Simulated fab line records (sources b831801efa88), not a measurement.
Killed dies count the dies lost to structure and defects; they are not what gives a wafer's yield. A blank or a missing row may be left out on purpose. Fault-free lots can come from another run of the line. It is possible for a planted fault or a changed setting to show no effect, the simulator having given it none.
Which tool is to blame? ; flow gf180mcu ; 13 lots with 37 wafers sampled at 4 steps, on a route of 602 steps

== WHAT EACH GAUGE READ, for each wafer ==
GF_M3_RS_MEAS_05: measures by four-point-probe.
lot;measured;on;M3_ALCU_RS (ohm/sq)
L948;day 20 05:50;film-metro-04;0.0705 0.0709 0.0700
L950;day 21 19:26;film-metro-02;0.0693 0.0698 0.0694
L953;day 22 07:34;film-metro-04;0.0687 0.0687 0.0684
L954;day 22 12:05;film-metro-04;0.0703 0.0698 0.0703
L955;day 23 13:32;film-metro-02;0.0688 0.0698 0.0697
L956;day 23 16:55;film-metro-03;0.0696 0.0697 0.0696
L957;day 24 09:17;film-metro-04;0.0693 0.0701 0.0698
L958;day 24 11:46;film-metro-02;0.0680 0.0691 0.0691
L959;day 24 12:17;film-metro-02;0.0694 0.0698 0.0696
L960;day 24 14:45;film-metro-03;0.0687 0.0684 0.0685
L964;day 26 08:55;film-metro-03;0.0681 0.0679
L966;day 27 02:51;film-metro-03;0.0693 0.0699
L970;day 27 13:52;film-metro-02;0.0695 0.0691 0.0692

GF_V3_BOW_MEAS_05.
lot;measured;on;V3_BOW (um)
L948;day 21 06:44;film-metro-02;105 118 112
L950;day 22 19:24;film-metro-04;102 97 105
L953;day 23 14:17;film-metro-02;108 97 97
L954;day 23 15:42;film-metro-02;93 107 109
L955;day 24 11:08;film-metro-01;121 112 126
L956;day 24 16:21;film-metro-02;124 116 107
L957;day 25 08:11;film-metro-02;109 115 122
L958;day 25 10:56;film-metro-01;100 91 89
L959;day 25 11:19;film-metro-02;115 116 123
L960;day 25 14:04;film-metro-01;130 126 119
L964;day 27 06:54;film-metro-04;129 129
L966;day 27 23:28;film-metro-04;130 121
L970;day 28 10:41;film-metro-01;116 125 110

GF_V4_CD_MEAS_14: the cd target is 260 nm.
lot;measured;on;cd-nm (nm)
L948;day 24 11:13;cd-sem-02;256.3 258.4 257.9
L950;day 25 14:19;cd-sem-02;259.0 258.3 258.6
L953;day 26 09:44;cd-sem-01;262.8 262.2 261.4
L954;day 26 10:33;cd-sem-01;259.2 260.3 260.1
L955;day 27 05:35;cd-sem-01;261.2 259.9 260.2
L956;day 27 10:55;cd-sem-02;259.5 260.0 260.7
L957;day 28 01:22;cd-sem-01;259.4 260.0 260.9
L958;day 28 03:14;cd-sem-01;261.6 260.9 262.7
L959;day 28 03:51;cd-sem-01;261.7 259.5 260.6
L960;day 28 06:46;cd-sem-01;260.4 261.9 261.2
L964;day 29 19:54;cd-sem-01;255.0 256.6
L966;day 30 10:44;cd-sem-02;260.3 255.9
L970;day 30 22:46;cd-sem-01;262.0 262.5 261.8

== WHAT TOOL EACH LOT RAN ON (gives the tool, then ch and the chambers of the sampled wafers, and finally the start) ==
lot;GF_V4_PEB_12
L948;litho-track-01 ch 0, day 24 10:39
L950;litho-track-02 ch 0, day 25 13:58
L953;litho-track-02 ch 0, day 26 09:23
L954;litho-track-01 ch 0, day 26 10:12
L955;litho-track-02 ch 0, day 27 05:14
L956;litho-track-03 ch 0, day 27 10:37
L957;litho-track-02 ch 0, day 28 01:01
L958;litho-track-01 ch 0, day 28 02:55
L959;litho-track-01 ch 0, day 28 03:30
L960;litho-track-03 ch 0, day 28 06:25
L964;litho-track-03 ch 0, day 29 19:34
L966;litho-track-03 ch 0, day 30 10:23
L970;litho-track-02 ch 0, day 30 22:25
- GF_V4_PEB_12: peb time 90 s.

== AS READ BY THE TOOLS THEMSELVES (means over the sampled wafers that have a number; for cases with no such wafer, the mark the record gives instead) ==
GF_V4_PEB_12.
lot;tool;heater-power-total-W (W)
L948;litho-track-01;85.72
L950;litho-track-02;85.79
L953;litho-track-02;85.67
L954;litho-track-01;85.62
L955;litho-track-02;85.58
L956;litho-track-03;85.68
L957;litho-track-02;85.72
L958;litho-track-01;85.63
L959;litho-track-01;85.77
L960;litho-track-03;85.63
L964;litho-track-03;91.28
L966;litho-track-03;88.50
L970;litho-track-02;85.70

== THE ANSWER, worked out from the rows above alone ==
Rule: usual is defined by the lots themselves. Put in order of their means at a reading, lots are off if they are a third of the lots or fewer, leave a main group of 4 or more, and stand apart from it by a gap of 3 or more times the standard deviation of the main group's means; of several such gaps the widest counts. Not used: any main group whose means are identical at the precision the tables above print for the reading. A lot without any number at a reading at which 4 lots or more have one is off too. Where the step has rows for the other lots, those lots are counted as sound. First the gauges in route order, then the tools' own readings, where a lot's mean is used as printed above. The first step at which some lot is off is used, and at that step the reading that is off furthest; a lot without a number counts as furthest.
Off: L964, L966, at GF_V4_PEB_12 (heater-power-total-W). Mean 85.68 W and standard deviation 0.062 in the main group.
A tool fits if, at that step or a process step before it, it ran every lot that is off, and no sound lot after the first of them. One candidate fits, namely litho-track-03 at GF_V4_PEB_12. A fault onset in the window from L960 (day 28 06:25, its last sound lot) to L964 (day 29 19:34, its first lot off) fits.
The tool's own readings at GF_V4_PEB_12 bear it out: on the lots that are off they differ by more than 5 times the standard deviation of the sound lots' means. heater-power-total-W reads 89.89 W there against 85.68 W on the sound lots.

== WHAT WAS PUT IN BY THE SIMULATOR ==
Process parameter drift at GF_V4_PEB_12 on litho-track-03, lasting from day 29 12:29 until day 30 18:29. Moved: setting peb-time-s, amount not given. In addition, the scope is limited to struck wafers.
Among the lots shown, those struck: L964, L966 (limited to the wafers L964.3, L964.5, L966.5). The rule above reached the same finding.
